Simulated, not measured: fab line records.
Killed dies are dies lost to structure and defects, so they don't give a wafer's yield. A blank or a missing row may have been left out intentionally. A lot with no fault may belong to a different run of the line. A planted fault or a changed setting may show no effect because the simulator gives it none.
Matching of chambers -- flow sky130 -- SKY_FIELD_ISO_ETCH_17 on rie si-02 has 4 sister chambers
The step etches Si in HBr/Cl2/O2, target depth 342 nm, time 97.7 s. 4 wafers are shown with their chamber, then 9 later ones without.

WAFERS WITH THEIR CHAMBER
wafer,chamber,drypump motor current A (A)
L748.5,3,5.4
L750.1,2,5.2
L750.3,0,4.6
L750.4,1,5.7

WAFERS WITH NO CHAMBER GIVEN
wafer,drypump motor current A (A)
L757.2,5.4
L757.5,5.4
L757.6,5.2
L758.3,5.2
L758.4,5.7
L758.5,5.4
L760.1,4.7
L760.3,5.7
L760.4,5.2

WHICH CHAMBER EACH ONE RAN IN
wafer,from the rows above,in truth
L757.2,3,3
L757.5,3,3
L757.6,2,2
L758.3,2,2
L758.4,1,1
L758.5,3,3
L760.1,0,0
L760.3,1,1
L760.4,2,2
9 of 9 placed correctly. Number that these rows cannot place: 0. 0 placed wrongly.
How it was worked out, from the rows above alone: a wafer's distance from a chamber is the root of the sum, over the readings, of the square of ((its reading less the chamber's mean) divided by the reading's scatter). The wafer belongs to the nearest chamber; if the next one is less than 2 further off, it can't be placed. The mean given for a chamber averages the wafers shown for that chamber. The scatter: with one shown wafer a chamber, the root of the mean of the squares of how far each hidden wafer lies from its nearest shown one.
